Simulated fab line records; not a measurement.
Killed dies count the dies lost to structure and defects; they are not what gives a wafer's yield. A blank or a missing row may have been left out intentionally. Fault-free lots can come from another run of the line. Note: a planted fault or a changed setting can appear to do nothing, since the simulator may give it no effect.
A struck lot beside a sound one | flow sky130 | 15 out of 708 route steps
Sound: the wafers L475.1, L475.4, L475.6. Wafers L478.1, L478.2, L478.6 were the ones struck. The cause is given at the end.
Each step with rows lists, per side, the tool, then ch with its chambers, then its first start. Under that, the readings that differ: sound wafers | struck wafers | difference of the means | sigmas: that difference in standard deviations of wafers without a fault.
alike: readings with means less than 2 such deviations apart, plus words and numbers identical on both sides. not compared: withheld readings, readings lacking a value on some wafer, bounds such as >300 that could conceal the same value, and numbers that have no deviation in the record and whose values overlap.
A row with sigmas, a row that says differs or no value, or rows on one side alone: a step with any of these is where the two part. Numbers that have no deviation but don't overlap get no sigmas and don't part them. A reading that every wafer of one side lacks parts them only if that side has two wafers or more.

SKY_LI_CONTACT_OVL_MEAS_13:
  sound: overlay-02 at day 30 22:02; struck: overlay-01 at day 31 07:55
  alike: LI_CONTACT_OVL
SKY_LI_CONTACT_ETCH_14: etches BARC in N2/H2, stops on SiO2, time 45.9 s, target depth 60 nm.
  sound on rieDiel-04 ch 0,1,2, day 30 22:04; struck on rieDiel-03 ch 0,2, day 31 07:57
  alike: drypumpMotorCurrentA, oesProductAu, throttleValvePct
  not compared: rfHoursCounterH
then, 4 steps without rows for these wafers: SKY_LI_CONTACT_ETCH_15 (etches PSG in C4F8/O2/Ar, stops on Si, target depth 600 nm); SKY_LI_CONTACT_STRIP_16 (strips in O2/N2); SKY_LI_CONTACT_CLEAN_17 (cleans in NMP, time 600 s); SKY_LI_CONTACT_PRE_CLEAN_18 (time 5.6 s).
SKY_LI_CONTACT_SPUTTER_19: material Ti, target thk 20 nm, time 106.37 s.
  sound: pvdSputter-01 at day 30 22:29; struck: pvdSputter-04 at day 31 08:23
  alike: cathodeDcPowerW, chamberPressurePa, throttleValvePct
SKY_LI_CONTACT_SPUTTER_20: material TiN, target thk 20 nm, time 80 s.
  sound: pvdSputter-01 at day 30 22:34; struck: pvdSputter-04 at day 31 08:28
  alike: cathodeDcPowerW, chamberPressurePa, throttleValvePct
SKY_LI_CONTACT_CVD_21: deposits W, target thk 400 nm, time 120.56 s.
  sound on cvdW-02 ch 0,1, day 30 22:38; struck on cvdW-01 ch 0,1, day 31 08:31
  alike: heaterPowerW
SKY_LI_CONTACT_RS_MEAS_22: uses a four-point probe to measure.
  sound: filmMetro-04 at day 30 22:45; struck: filmMetro-03 at day 31 08:39
  alike: LI_CONTACT_W_RS
SKY_LI_CONTACT_THK_MEAS_23: measures by xrf.
  sound: filmMetro-04 at day 30 22:52; struck: filmMetro-03 at day 31 08:46
  alike: LI_CONTACT_W_THK
SKY_LI_CONTACT_CMP_24: polishes, stops on PSG, t overpolish 20 s, target thk 0 nm.
  sound on cmp-02 ch 1,2,3, day 30 22:59; struck on cmp-02 ch 1,3, day 31 08:53
  alike: headPressurePsi, motorCurrentA, overpolishRunS, timeToEndpointS
SKY_LOCAL_INTERCONNECT_SPUTTER_00: material TiN, target thk 100 nm, time 83.3 s.
  sound: pvdSputter-01 at day 30 23:14; struck: pvdSputter-01 at day 31 09:08
  no value came back on the struck wafers for cathodeDcPowerW (W), chamberPressurePa (Pa), throttleValvePct (%); on the sound wafers cathodeDcPowerW (W) reads 6499.9 6501.2 6500.0
SKY_LOCAL_INTERCONNECT_RS_MEAS_01: uses a four-point probe to measure.
  sound: filmMetro-04 at day 30 23:18; struck: filmMetro-02 at day 31 09:29
reading                            | sound             | struck | difference                    | sigmas
LOCAL_INTERCONNECT_TIN_RS (ohm/sq) | 14.03 14.16 13.97 | - - -  | no value on the struck wafers | 
  not compared: hold
SKY_PAD_OPEN_PROBE_99:
  the record holds rows for the sound wafers here (prober-01, day 46 22:20) but none for the struck ones

== WHERE THEY PART ==
At SKY_LOCAL_INTERCONNECT_SPUTTER_00 first; at SKY_PAD_OPEN_PROBE_99 last (within this record only).

WHY: the cause the simulator had injected
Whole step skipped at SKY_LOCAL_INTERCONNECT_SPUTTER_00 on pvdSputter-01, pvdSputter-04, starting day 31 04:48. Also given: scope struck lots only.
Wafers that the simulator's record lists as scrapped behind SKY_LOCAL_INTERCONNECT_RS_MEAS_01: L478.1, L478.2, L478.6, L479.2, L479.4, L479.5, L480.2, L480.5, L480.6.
